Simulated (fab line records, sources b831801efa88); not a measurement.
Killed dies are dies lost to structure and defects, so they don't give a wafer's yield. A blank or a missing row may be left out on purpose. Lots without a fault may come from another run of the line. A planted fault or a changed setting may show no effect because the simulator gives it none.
Which tool did it? | flow sky130 | 15 lots, 45 wafers sampled, at 5 steps of a route of 708

WHAT THE GAUGES READ, wafer by wafer
SKY_LDD_P_TW_MEAS_11.
lot  | measured     | on            | LDD_P_TW
L433 | day 19 00:34 | film_metro-04 | 632 633 632
L435 | day 19 15:34 | film_metro-04 | 639 635 631
L436 | day 19 23:26 | film_metro-01 | 628 630 630
L438 | day 20 19:27 | film_metro-04 | 640 641 640
L439 | day 21 02:56 | film_metro-04 | 640 639 639
L441 | day 22 02:02 | film_metro-01 | 629 630 627
L443 | day 22 21:30 | film_metro-02 | 641 642 642
L445 | day 23 10:57 | film_metro-02 | 647 647 646
L446 | day 23 19:34 | film_metro-04 | 635 635 631
L447 | day 24 06:06 | film_metro-02 | 643 640 643
L451 | day 25 14:35 | film_metro-02 | 643 648 641
L452 | day 26 05:08 | film_metro-02 | 645 643 646
L454 | day 26 20:18 | film_metro-01 | 629 631 633
L455 | day 27 04:36 | film_metro-02 | 644 640 648
L456 | day 27 11:01 | film_metro-01 | 628 621 625

SKY_LDD_LDN_OVL_MEAS_07.
lot  | measured     | on         | LDD_LDN_OVL (nm)
L433 | day 22 20:47 | overlay-01 | 2.5 -0.5 0.0
L435 | day 23 11:23 | overlay-01 | -0.4 0.8 -1.8
L436 | day 23 19:47 | overlay-01 | 0.8 1.3 0.5
L438 | day 24 14:05 | overlay-02 | -0.2 -2.9 -3.4
L439 | day 24 22:17 | overlay-01 | 1.5 2.1 3.0
L441 | day 25 20:41 | overlay-01 | -0.1 1.7 0.5
L443 | day 26 14:26 | overlay-02 | 1.7 0.9 -1.3
L445 | day 27 03:44 | overlay-02 | -1.8 -2.4 -1.7
L446 | day 27 12:00 | overlay-01 | -1.3 -0.4 1.5
L447 | day 27 21:18 | overlay-01 | 0.5 0.1 0.8
L451 | day 29 05:05 | overlay-02 | 1.9 -0.8 1.1
L452 | day 29 18:02 | overlay-02 | 0.2 1.3 -0.5
L454 | day 30 10:21 | overlay-01 | 3.4 2.4 3.1
L455 | day 30 17:29 | overlay-02 | -0.6 -0.6 0.2
L456 | day 30 23:39 | overlay-02 | 0.7 -1.6 -0.8

SKY_SD_P_CD_MEAS_07: target cd 380 nm.
lot  | measured     | on        | cd_nm (nm)
L433 | day 25 13:02 | cd_sem-01 | 379.8 380.4 377.7
L435 | day 26 00:40 | cd_sem-01 | 379.0 381.1 380.3
L436 | day 26 09:59 | cd_sem-02 | 383.5 384.4 381.1
L438 | day 27 02:31 | cd_sem-01 | 377.6 379.4 377.4
L439 | day 27 11:40 | cd_sem-02 | 379.7 381.5 380.8
L441 | day 28 08:46 | cd_sem-01 | 380.7 378.0 380.2
L443 | day 29 02:08 | cd_sem-02 | 380.9 380.7 379.4
L445 | day 29 14:32 | cd_sem-01 | 375.9 376.8 377.1
L446 | day 29 23:46 | cd_sem-02 | 380.6 380.3 381.8
L447 | day 30 08:13 | cd_sem-01 | 377.9 377.4 378.0
L451 | day 31 15:20 | cd_sem-01 | 381.7 383.1 382.9
L452 | day 32 03:44 | cd_sem-01 | 379.1 378.1 381.1
L454 | day 32 21:07 | cd_sem-02 | 380.0 380.7 379.4
L455 | day 33 02:47 | cd_sem-01 | 386.7 387.0 387.8
L456 | day 33 08:04 | cd_sem-01 | 378.1 376.6 375.3

SKY_SD_N_CD_MEAS_07: target cd 380 nm.
lot  | measured     | on        | cd_nm (nm)
L433 | day 27 22:52 | cd_sem-01 | 381.2 380.9 379.5
L435 | day 28 10:46 | cd_sem-02 | 380.1 377.0 377.1
L436 | day 28 20:11 | cd_sem-02 | 375.5 376.6 377.5
L438 | day 29 11:28 | cd_sem-02 | 377.7 383.2 380.3
L439 | day 29 21:17 | cd_sem-02 | 382.6 382.9 381.9
L441 | day 30 16:30 | cd_sem-02 | 379.8 379.2 379.6
L443 | day 31 09:58 | cd_sem-02 | 379.7 380.5 379.2
L445 | day 31 23:08 | cd_sem-01 | - - -
L446 | day 32 07:37 | cd_sem-01 | - - -
L447 | day 32 15:10 | cd_sem-02 | - - -
L451 | day 33 21:14 | cd_sem-02 | 378.1 378.9 377.4
L452 | day 34 08:47 | cd_sem-02 | 382.1 381.9 383.3
L454 | day 35 03:34 | cd_sem-02 | 384.9 380.4 382.5
L455 | day 35 08:08 | cd_sem-01 | 383.7 381.6 381.4
L456 | day 35 12:45 | cd_sem-02 | 380.6 380.8 380.9

WHICH TOOL RAN EACH LOT (tool, then ch and the chambers of the sampled wafers, then the start)
lot  | SKY_SD_N_COAT_02
L433 | litho_track-04 ch 0, day 27 08:16
L435 | litho_track-02 ch 0, day 27 20:30
L436 | litho_track-02 ch 0, day 28 05:38
L438 | litho_track-04 ch 0, day 28 21:31
L439 | litho_track-04 ch 0, day 29 06:38
L441 | litho_track-01 ch 0, day 30 02:41
L443 | litho_track-01 ch 0, day 30 19:44
L445 | litho_track-04, day 31 09:23
L446 | litho_track-04, day 31 17:25
L447 | litho_track-04, day 32 01:05
L451 | litho_track-01 ch 0, day 33 08:11
L452 | litho_track-04 ch 0, day 33 19:26
L454 | litho_track-01 ch 0, day 34 14:05
L455 | litho_track-04 ch 0, day 34 18:41
L456 | litho_track-04 ch 0, day 34 23:07
- SKY_SD_N_COAT_02: resist thk 1140 nm.

WHAT THE TOOLS THEMSELVES READ (means of the sampled wafers that have a number; where no wafer has one, the mark that the record gives instead)
SKY_SD_N_COAT_02.
lot  | tool           | chill_plate_temp_C (C) | dispense_pressure_kPa (kPa) | resist_line_temp_C (C)
L433 | litho_track-04 | 23.04                  | 52                          | 23.04
L435 | litho_track-02 | 22.87                  | 45                          | 23.06
L436 | litho_track-02 | 23.10                  | 45                          | 23.06
L438 | litho_track-04 | 22.93                  | 52                          | 23.07
L439 | litho_track-04 | 22.96                  | 52                          | 23.04
L441 | litho_track-01 | 23.01                  | 44                          | 22.89
L443 | litho_track-01 | 22.94                  | 44                          | 23.00
L445 | litho_track-04 | -                      | -                           | -
L446 | litho_track-04 | -                      | -                           | -
L447 | litho_track-04 | -                      | -                           | -
L451 | litho_track-01 | 23.10                  | 44                          | 22.92
L452 | litho_track-04 | 22.94                  | 52                          | 23.01
L454 | litho_track-01 | 23.10                  | 44                          | 23.03
L455 | litho_track-04 | 22.89                  | 52                          | 23.13
L456 | litho_track-04 | 23.04                  | 52                          | 22.95

THE ANSWER, worked out from the rows above alone
Rule: what is usual is taken from the lots themselves. Put in order of their means at a reading, lots are off if they are a third of the lots or fewer, leave a main group of 4 or more, and stand apart from it by a gap of 3 or more times the standard deviation of the main group's means; of several such gaps the widest counts. A main group whose means are all the same, to the digits that the tables above print for the reading, isn't used. A lot without any number at a reading at which 4 lots or more have one is off too. The other lots that the step has rows for count as sound. The gauges are gone through in route order, then the tools' own readings, and for those a lot's mean is taken as printed above. The first step at which some lot is off is used, and at that step the reading that is off furthest; a lot without a number counts as furthest.
Off: L445, L446, L447, at SKY_SD_N_CD_MEAS_07 (cd_nm). Without a number there: L445, L446, L447. The main group: mean 380.3 nm, standard deviation 1.9.
A tool fits if, at a process step before that reading, it ran every lot that is off, and no sound lot after the first of them. The gauges at SKY_SD_N_CD_MEAS_07 aren't tried: what is off there is off at SKY_SD_N_COAT_02 too, on other tools, and a gauge's error can't cause that. None of those tried fits.

WHAT THE SIMULATOR HAD PUT IN
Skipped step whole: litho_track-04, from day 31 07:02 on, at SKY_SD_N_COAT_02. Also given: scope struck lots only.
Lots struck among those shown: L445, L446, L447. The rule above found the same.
